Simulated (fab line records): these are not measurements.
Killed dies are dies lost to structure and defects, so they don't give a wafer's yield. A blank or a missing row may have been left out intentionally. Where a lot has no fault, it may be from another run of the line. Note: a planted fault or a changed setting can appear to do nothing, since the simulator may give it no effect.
Which tool was responsible? || flow sky130 || 36 wafers from 12 lots sampled at 6 of the route's 708 steps

WHAT THE GAUGES READ, wafer by wafer
SKY_LDD_N_TW_MEAS_17.
{"lot": "L439", "measured": "day 17 17:15", "on": "filmMetro-01", "LDD_N_TW": "2627 2615 2627"}
{"lot": "L441", "measured": "day 19 03:26", "on": "filmMetro-02", "LDD_N_TW": "2573 2572 2576"}
{"lot": "L443", "measured": "day 20 00:04", "on": "filmMetro-03", "LDD_N_TW": "2604 2609 2585"}
{"lot": "L447", "measured": "day 20 22:13", "on": "filmMetro-03", "LDD_N_TW": "2608 2593 2619"}
{"lot": "L448", "measured": "day 21 13:07", "on": "filmMetro-03", "LDD_N_TW": "2600 2593 2592"}
{"lot": "L450", "measured": "day 22 06:07", "on": "filmMetro-01", "LDD_N_TW": "2664 2644 2659"}
{"lot": "L453", "measured": "day 23 11:18", "on": "filmMetro-02", "LDD_N_TW": "2549 2551 2574"}
{"lot": "L454", "measured": "day 23 22:35", "on": "filmMetro-01", "LDD_N_TW": "2666 2641 2631"}
{"lot": "L455", "measured": "day 24 22:01", "on": "filmMetro-02", "LDD_N_TW": "2577 2575 2559"}
{"lot": "L457", "measured": "day 24 22:37", "on": "filmMetro-01", "LDD_N_TW": "2625 2638 2632"}
{"lot": "L460", "measured": "day 25 16:06", "on": "filmMetro-01", "LDD_N_TW": "2649 2659 2631"}
{"lot": "L461", "measured": "day 25 20:44", "on": "filmMetro-03", "LDD_N_TW": "2600 2592 2588"}

SKY_SD_P_OVL_MEAS_08.
{"lot": "L439", "measured": "day 25 10:01", "on": "overlay-02", "SD_P_OVL (nm)": "-1.1 0.9 0.7"}
{"lot": "L441", "measured": "day 26 19:31", "on": "overlay-02", "SD_P_OVL (nm)": "1.3 -0.4 0.2"}
{"lot": "L443", "measured": "day 27 12:34", "on": "overlay-02", "SD_P_OVL (nm)": "-0.3 -0.5 -1.9"}
{"lot": "L447", "measured": "day 28 10:19", "on": "overlay-02", "SD_P_OVL (nm)": "-0.9 -0.8 0.4"}
{"lot": "L448", "measured": "day 29 00:28", "on": "overlay-02", "SD_P_OVL (nm)": "0.5 -1.5 0.5"}
{"lot": "L450", "measured": "day 29 15:20", "on": "overlay-01", "SD_P_OVL (nm)": "-0.3 1.0 1.5"}
{"lot": "L453", "measured": "day 30 18:52", "on": "overlay-02", "SD_P_OVL (nm)": "-1.5 -0.6 -0.5"}
{"lot": "L454", "measured": "day 31 04:53", "on": "overlay-01", "SD_P_OVL (nm)": "0.4 2.3 -0.1"}
{"lot": "L455", "measured": "day 32 04:43", "on": "overlay-02", "SD_P_OVL (nm)": "0.3 0.7 -2.0"}
{"lot": "L457", "measured": "day 32 05:17", "on": "overlay-01", "SD_P_OVL (nm)": "-0.6 -0.1 -2.5"}
{"lot": "L460", "measured": "day 32 21:42", "on": "overlay-01", "SD_P_OVL (nm)": "-0.1 -0.5 -0.4"}
{"lot": "L461", "measured": "day 33 01:53", "on": "overlay-01", "SD_P_OVL (nm)": "-1.2 -1.4 -1.3"}

SKY_SD_N_TW_MEAS_12.
{"lot": "L439", "measured": "day 27 21:01", "on": "filmMetro-04", "SD_N_TW": "3907 3924 3911"}
{"lot": "L441", "measured": "day 29 06:25", "on": "filmMetro-02", "SD_N_TW": "3953 3951 3946"}
{"lot": "L443", "measured": "day 29 22:47", "on": "filmMetro-01", "SD_N_TW": "4100 4094 4087"}
{"lot": "L447", "measured": "day 30 18:51", "on": "filmMetro-01", "SD_N_TW": "4084 4065 4092"}
{"lot": "L448", "measured": "day 31 08:47", "on": "filmMetro-01", "SD_N_TW": "4097 4059 4069"}
{"lot": "L450", "measured": "day 31 23:59", "on": "filmMetro-02", "SD_N_TW": "3961 3971 3974"}
{"lot": "L453", "measured": "day 33 01:49", "on": "filmMetro-02", "SD_N_TW": "3975 3987 4005"}
{"lot": "L454", "measured": "day 33 12:07", "on": "filmMetro-04", "SD_N_TW": "3910 3926 3913"}
{"lot": "L455", "measured": "day 34 10:50", "on": "filmMetro-01", "SD_N_TW": "4098 4086 4097"}
{"lot": "L457", "measured": "day 34 11:44", "on": "filmMetro-02", "SD_N_TW": "3975 3979 3969"}
{"lot": "L460", "measured": "day 35 03:47", "on": "filmMetro-02", "SD_N_TW": "3992 3991 3988"}
{"lot": "L461", "measured": "day 35 08:10", "on": "filmMetro-01", "SD_N_TW": "4087 4071 4084"}

SKY_SD_N_RS_MEAS_16: a four-point-probe measurement.
{"lot": "L439", "measured": "day 27 21:18", "on": "filmMetro-01", "SD_N_RS (ohm/sq)": "68.48 68.40 68.33"}
{"lot": "L441", "measured": "day 29 06:43", "on": "filmMetro-01", "SD_N_RS (ohm/sq)": "68.34 68.58 68.38"}
{"lot": "L443", "measured": "day 29 23:04", "on": "filmMetro-04", "SD_N_RS (ohm/sq)": "68.67 68.55 68.55"}
{"lot": "L447", "measured": "day 30 19:08", "on": "filmMetro-04", "SD_N_RS (ohm/sq)": "68.64 68.51 68.41"}
{"lot": "L448", "measured": "day 31 09:05", "on": "filmMetro-04", "SD_N_RS (ohm/sq)": "68.63 68.59 68.67"}
{"lot": "L450", "measured": "day 32 00:17", "on": "filmMetro-04", "SD_N_RS (ohm/sq)": "68.71 68.65 68.56"}
{"lot": "L453", "measured": "day 33 02:07", "on": "filmMetro-04", "SD_N_RS (ohm/sq)": "67.24 67.30 67.37"}
{"lot": "L454", "measured": "day 33 12:25", "on": "filmMetro-04", "SD_N_RS (ohm/sq)": "68.63 68.56 68.64"}
{"lot": "L455", "measured": "day 34 11:07", "on": "filmMetro-02", "SD_N_RS (ohm/sq)": "67.23 67.12 67.12"}
{"lot": "L457", "measured": "day 34 12:01", "on": "filmMetro-04", "SD_N_RS (ohm/sq)": "68.35 68.55 68.48"}
{"lot": "L460", "measured": "day 35 04:05", "on": "filmMetro-04", "SD_N_RS (ohm/sq)": "68.72 68.53 68.60"}
{"lot": "L461", "measured": "day 35 08:27", "on": "filmMetro-01", "SD_N_RS (ohm/sq)": "68.55 68.57 68.32"}

EACH LOT AND THE TOOL THAT RAN IT (in order: tool; ch and the chambers of the sampled wafers; start)
{"lot": "L439", "SKY_SD_N_IMPLANT_09": "implanter-04 ch 0, day 27 20:37", "SKY_SD_N_STRIP_11": "plasmaAsher-04 ch 0,1, day 27 20:55"}
{"lot": "L441", "SKY_SD_N_IMPLANT_09": "implanter-01 ch 0, day 29 06:01", "SKY_SD_N_STRIP_11": "plasmaAsher-03 ch 0,1, day 29 06:19"}
{"lot": "L443", "SKY_SD_N_IMPLANT_09": "implanter-01 ch 0, day 29 22:23", "SKY_SD_N_STRIP_11": "plasmaAsher-04 ch 0,1, day 29 22:40"}
{"lot": "L447", "SKY_SD_N_IMPLANT_09": "implanter-03 ch 0, day 30 18:27", "SKY_SD_N_STRIP_11": "plasmaAsher-03 ch 0,1, day 30 18:45"}
{"lot": "L448", "SKY_SD_N_IMPLANT_09": "implanter-03 ch 0, day 31 08:23", "SKY_SD_N_STRIP_11": "plasmaAsher-03 ch 0,1, day 31 08:41"}
{"lot": "L450", "SKY_SD_N_IMPLANT_09": "implanter-03 ch 0, day 31 23:35", "SKY_SD_N_STRIP_11": "plasmaAsher-03 ch 0,1, day 31 23:53"}
{"lot": "L453", "SKY_SD_N_IMPLANT_09": "implanter-01 ch 0, day 33 01:26", "SKY_SD_N_STRIP_11": "plasmaAsher-03 ch 0,1, day 33 01:44"}
{"lot": "L454", "SKY_SD_N_IMPLANT_09": "implanter-03 ch 0, day 33 11:44", "SKY_SD_N_STRIP_11": "plasmaAsher-04 ch 0,1, day 33 12:00"}
{"lot": "L455", "SKY_SD_N_IMPLANT_09": "implanter-01 ch 0, day 34 10:26", "SKY_SD_N_STRIP_11": "plasmaAsher-04 ch 0,1, day 34 10:43"}
{"lot": "L457", "SKY_SD_N_IMPLANT_09": "implanter-04 ch 0, day 34 11:20", "SKY_SD_N_STRIP_11": "plasmaAsher-01 ch 0, day 34 11:37"}
{"lot": "L460", "SKY_SD_N_IMPLANT_09": "implanter-04 ch 0, day 35 03:23", "SKY_SD_N_STRIP_11": "plasmaAsher-01 ch 0, day 35 03:41"}
{"lot": "L461", "SKY_SD_N_IMPLANT_09": "implanter-04 ch 0, day 35 07:46", "SKY_SD_N_STRIP_11": "plasmaAsher-04 ch 0,1, day 35 08:04"}
- SKY_SD_N_IMPLANT_09
- SKY_SD_N_STRIP_11: strips in O2/N2.

AS READ BY THE TOOLS THEMSELVES (means over the sampled wafers that have a number; for cases with no such wafer, the mark the record gives instead)
SKY_SD_N_IMPLANT_09.
{"lot": "L439", "tool": "implanter-04", "endStationPressureTorr (Torr)": 1.54e-05, "faradayCurrentUA": 13824}
{"lot": "L441", "tool": "implanter-01", "endStationPressureTorr (Torr)": 1.25e-05, "faradayCurrentUA": 11280}
{"lot": "L443", "tool": "implanter-01", "endStationPressureTorr (Torr)": 1.23e-05, "faradayCurrentUA": 10859}
{"lot": "L447", "tool": "implanter-03", "endStationPressureTorr (Torr)": 1.59e-05, "faradayCurrentUA": 13856}
{"lot": "L448", "tool": "implanter-03", "endStationPressureTorr (Torr)": 1.58e-05, "faradayCurrentUA": 13858}
{"lot": "L450", "tool": "implanter-03", "endStationPressureTorr (Torr)": 1.56e-05, "faradayCurrentUA": 14117}
{"lot": "L453", "tool": "implanter-01", "endStationPressureTorr (Torr)": 5.75e-05, "faradayCurrentUA": 9641}
{"lot": "L454", "tool": "implanter-03", "endStationPressureTorr (Torr)": 1.46e-05, "faradayCurrentUA": 14094}
{"lot": "L455", "tool": "implanter-01", "endStationPressureTorr (Torr)": 5.37e-05, "faradayCurrentUA": 9679}
{"lot": "L457", "tool": "implanter-04", "endStationPressureTorr (Torr)": 1.46e-05, "faradayCurrentUA": 13636}
{"lot": "L460", "tool": "implanter-04", "endStationPressureTorr (Torr)": 1.50e-05, "faradayCurrentUA": 13734}
{"lot": "L461", "tool": "implanter-04", "endStationPressureTorr (Torr)": 1.47e-05, "faradayCurrentUA": 13910}

SKY_SD_N_STRIP_11.
{"lot": "L439", "tool": "plasmaAsher-04", "drypumpMotorCurrentA (A)": 5.3, "oesProductAu (a.u.)": 0.520, "stripTimeToEndpointS (s)": 22.57}
{"lot": "L441", "tool": "plasmaAsher-03", "drypumpMotorCurrentA (A)": 5.5, "oesProductAu (a.u.)": 0.526, "stripTimeToEndpointS (s)": 22.58}
{"lot": "L443", "tool": "plasmaAsher-04", "drypumpMotorCurrentA (A)": 5.5, "oesProductAu (a.u.)": 0.520, "stripTimeToEndpointS (s)": 22.51}
{"lot": "L447", "tool": "plasmaAsher-03", "drypumpMotorCurrentA (A)": 5.5, "oesProductAu (a.u.)": 0.526, "stripTimeToEndpointS (s)": 22.53}
{"lot": "L448", "tool": "plasmaAsher-03", "drypumpMotorCurrentA (A)": 5.5, "oesProductAu (a.u.)": 0.532, "stripTimeToEndpointS (s)": 22.55}
{"lot": "L450", "tool": "plasmaAsher-03", "drypumpMotorCurrentA (A)": 5.5, "oesProductAu (a.u.)": 0.526, "stripTimeToEndpointS (s)": 22.45}
{"lot": "L453", "tool": "plasmaAsher-03", "drypumpMotorCurrentA (A)": 6.0, "oesProductAu (a.u.)": 0.520, "stripTimeToEndpointS (s)": 23.06}
{"lot": "L454", "tool": "plasmaAsher-04", "drypumpMotorCurrentA (A)": 5.5, "oesProductAu (a.u.)": 0.529, "stripTimeToEndpointS (s)": 22.52}
{"lot": "L455", "tool": "plasmaAsher-04", "drypumpMotorCurrentA (A)": 5.3, "oesProductAu (a.u.)": 0.517, "stripTimeToEndpointS (s)": 23.20}
{"lot": "L457", "tool": "plasmaAsher-01", "drypumpMotorCurrentA (A)": 5.8, "oesProductAu (a.u.)": 0.524, "stripTimeToEndpointS (s)": 22.52}
{"lot": "L460", "tool": "plasmaAsher-01", "drypumpMotorCurrentA (A)": 5.8, "oesProductAu (a.u.)": 0.527, "stripTimeToEndpointS (s)": 22.52}
{"lot": "L461", "tool": "plasmaAsher-04", "drypumpMotorCurrentA (A)": 5.5, "oesProductAu (a.u.)": 0.529, "stripTimeToEndpointS (s)": 22.58}

THE ANSWER, worked out from the rows above alone
Rule: the usual values come from the lots themselves. Put in order of their means at a reading, lots are off if they are a third of the lots or fewer, leave a main group of 4 or more, and stand apart from it by a gap of 3 or more times the standard deviation of the main group's means; of several such gaps the widest counts. Not used: any main group whose means are identical at the precision the tables above print for the reading. Also off: a lot with no number at a reading for which 4 or more lots have one. The other lots that the step has rows for count as sound. First the gauges in route order, then the tools' own readings, where a lot's mean is used as printed above. At the first step where some lot is off, the reading lying furthest off is the one used; lots without a number count as furthest.
Off: at SKY_SD_N_RS_MEAS_16 (SD_N_RS), L453, L455. Mean 68.54 ohm/sq and standard deviation 0.085 in the main group.
If a tool, at a process step before that reading, ran all the lots that are off and no sound lot after the first of them, it fits. The gauges at SKY_SD_N_RS_MEAS_16 aren't tried: what is off there is off at SKY_SD_N_IMPLANT_09 too, on other tools, and a gauge's error can't cause that. One fits: implanter-01 at SKY_SD_N_IMPLANT_09. Its last sound lot is L443 (day 29 22:23), its first lot that is off L453 (day 33 01:26): a fault that began between those two fits.
On the lots that are off, the tool's own readings at SKY_SD_N_IMPLANT_09 differ by more than 5 times the standard deviation of the sound lots' means, which bears it out; endStationPressureTorr reads 5.56e-05 Torr there versus 1.46e-05 Torr on the sound lots.

WHAT THE SIMULATOR PUT IN
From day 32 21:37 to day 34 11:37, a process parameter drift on implanter-01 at SKY_SD_N_IMPLANT_09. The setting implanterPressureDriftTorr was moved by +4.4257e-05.
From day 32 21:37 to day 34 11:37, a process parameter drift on implanter-01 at SKY_SD_N_IMPLANT_09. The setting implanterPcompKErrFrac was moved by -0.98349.
Shown lots that were struck: L453, L455. The rule given above showed the same thing.
